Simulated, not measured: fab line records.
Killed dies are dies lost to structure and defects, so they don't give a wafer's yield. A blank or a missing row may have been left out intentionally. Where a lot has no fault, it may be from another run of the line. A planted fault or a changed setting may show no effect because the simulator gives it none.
Comparing a struck lot with a sound one || flow sky130 || 32 out of 708 route steps
Sound: these wafers, L491.1, L491.4, L491.5. Wafers L505.2, L505.3, L505.4 were the ones struck. At the end, the cause is stated.
Order at every step that has rows: each side's tool, ch and its chambers, its first start. Under that, the readings that differ: sound wafers || struck wafers || difference of the means || sigmas: that difference in standard deviations of wafers without a fault.
alike: a reading whose means differ by less than 2 such deviations, as well as words and numbers matching on both sides. not compared: withheld readings; readings where some wafer has no value; bounds like >300 that might hide an equal value; numbers whose values overlap and for which the record gives no deviation.
The two part at a step that has a row with sigmas, a row that says differs or no value, or rows on one side only. Numbers that don't overlap but have no deviation are shown without sigmas and don't part them. A reading that every wafer of one side lacks parts them only if that side has two wafers or more.

SKY_PWDE_OVL_MEAS_07:
  sound on overlay-01 at day 4 14:41; struck on overlay-01 at day 7 19:18
{"reading": "PWDE_OVL (nm)", "sound": "-2.8 -2.8 -3.3", "struck": "1.9 0.5 2.0", "difference": "+4.4", "sigmas": "+3"}
after that, 1 step had no rows for these wafers: SKY_PWDE_IMPLANT_08.
SKY_PWDE_STRIP_09: strips in O2/N2.
  sound on plasma-asher-01 ch 0,1, day 4 14:52; struck on plasma-asher-01 ch 0,1, day 7 19:29
  alike: drypump-motor-current-A, oes-product-au, strip-time-to-endpoint-s
  not compared: rf-hours-counter-h
SKY_PWDE_TW_MEAS_10:
  sound on film-metro-02 at day 4 14:58; struck on film-metro-04 at day 7 19:35
  alike: PWDE_TW
then, 7 steps without rows for these wafers: SKY_NWELL_DEHYDRATE_03 (time 60 s); SKY_NWELL_HMDS_04 (prime time 60 s); SKY_NWELL_COAT_05 (resist thk 3000 nm); SKY_NWELL_SOFTBAKE_06; SKY_NWELL_EXPOSE_07 (exposes mask NWM, target cd 840 nm); SKY_NWELL_PEB_08; SKY_NWELL_DEVELOP_09 (develop time 60 s).
SKY_NWELL_OVL_MEAS_10:
  sound on overlay-01 at day 5 08:59; struck on overlay-01 at day 8 16:47
  alike: NWELL_00_OVL
SKY_NWELL_IMPLANT_11:
  sound on implanter-04 ch 0, day 5 09:01; struck on implanter-04 ch 0, day 8 16:50
{"reading": "beam-energy-keV", "sound": "400.16 400.00 400.04", "struck": "345.14 345.28 345.24", "difference": -54.85, "sigmas": "-99 or more"}
{"reading": "model.implant.rp-nm (nm)", "sound": "507.5 507.5 507.5", "struck": "443.3 443.3 443.3", "difference": -64.2, "sigmas": ""}
{"reading": "model.implant.drp-nm (nm)", "sound": "116.9 116.9 116.9", "struck": "108.1 108.1 108.1", "difference": -8.8, "sigmas": ""}
  alike: end-station-pressure-torr
then, 2 steps without rows for these wafers: SKY_NWELL_IMPLANT_12; SKY_NWELL_IMPLANT_13.
SKY_NWELL_STRIP_14: strips in O2/N2.
  sound on plasma-asher-02 ch 0,1, day 5 09:28; struck on plasma-asher-04 ch 0,1, day 8 17:16
  alike: drypump-motor-current-A, oes-product-au, strip-time-to-endpoint-s
  not compared: rf-hours-counter-h
SKY_NWELL_TW_MEAS_15:
  sound on film-metro-02 at day 5 09:34; struck on film-metro-02 at day 8 17:22
{"reading": "NWELL_TW", "sound": "1825 1811 1830", "struck": "1796 1793 1797", "difference": -27, "sigmas": -2}
then, 7 steps without rows for these wafers: SKY_NWELL_DEHYDRATE_16 (time 60 s); SKY_NWELL_HMDS_17 (prime time 60 s); SKY_NWELL_COAT_18 (resist thk 3000 nm); SKY_NWELL_SOFTBAKE_19; SKY_NWELL_EXPOSE_20 (exposes mask NWM COMPLEMENT, target cd 840 nm); SKY_NWELL_PEB_21; SKY_NWELL_DEVELOP_22 (develop time 60 s).
SKY_NWELL_OVL_MEAS_23:
  sound on overlay-01 at day 6 04:11; struck on overlay-02 at day 9 14:33
  alike: NWELL_01_OVL
after that, 1 step had no rows for these wafers: SKY_NWELL_IMPLANT_24.
SKY_NWELL_STRIP_25: strips in O2/N2.
  sound on plasma-asher-01 ch 0,1, day 6 04:22; struck on plasma-asher-02 ch 0,1, day 9 14:44
  alike: drypump-motor-current-A, oes-product-au, strip-time-to-endpoint-s
  not compared: rf-hours-counter-h
SKY_NWELL_TW_MEAS_26:
  sound on film-metro-02 at day 6 04:28; struck on film-metro-02 at day 9 14:50
  alike: NWELL_2_TW
then, 1 step without rows for these wafers: SKY_NWELL_CLEAN_27 (cleans in SC1/SC2, time 150 s).
SKY_NWELL_RTA_28: time 30 s.
  sound on rtp-anneal-01 ch 0, day 6 04:35; struck on rtp-anneal-02 ch 0, day 9 14:57
  alike: lamp-power-pct, ramp-down-c-per-s, wafer_temp_C_max
SKY_NWELL_RS_MEAS_29: measurement is done with a four-point probe.
  sound on film-metro-01 at day 6 04:41; struck on film-metro-01 at day 9 15:04
{"reading": "NWELL_RS (ohm/sq)", "sound": "626.3 626.0 626.5", "struck": "647.0 646.5 649.3", "difference": "+21.3", "sigmas": "+16"}
SKY_PAD_OPEN_PROBE_99:
  the record holds rows for the sound wafers here (prober-01, day 46 14:27) but none for the struck ones

== WHERE THEY PART ==
First at SKY_PWDE_OVL_MEAS_07; last, within this record, at SKY_PAD_OPEN_PROBE_99.

WHY: what had been put in by the simulator
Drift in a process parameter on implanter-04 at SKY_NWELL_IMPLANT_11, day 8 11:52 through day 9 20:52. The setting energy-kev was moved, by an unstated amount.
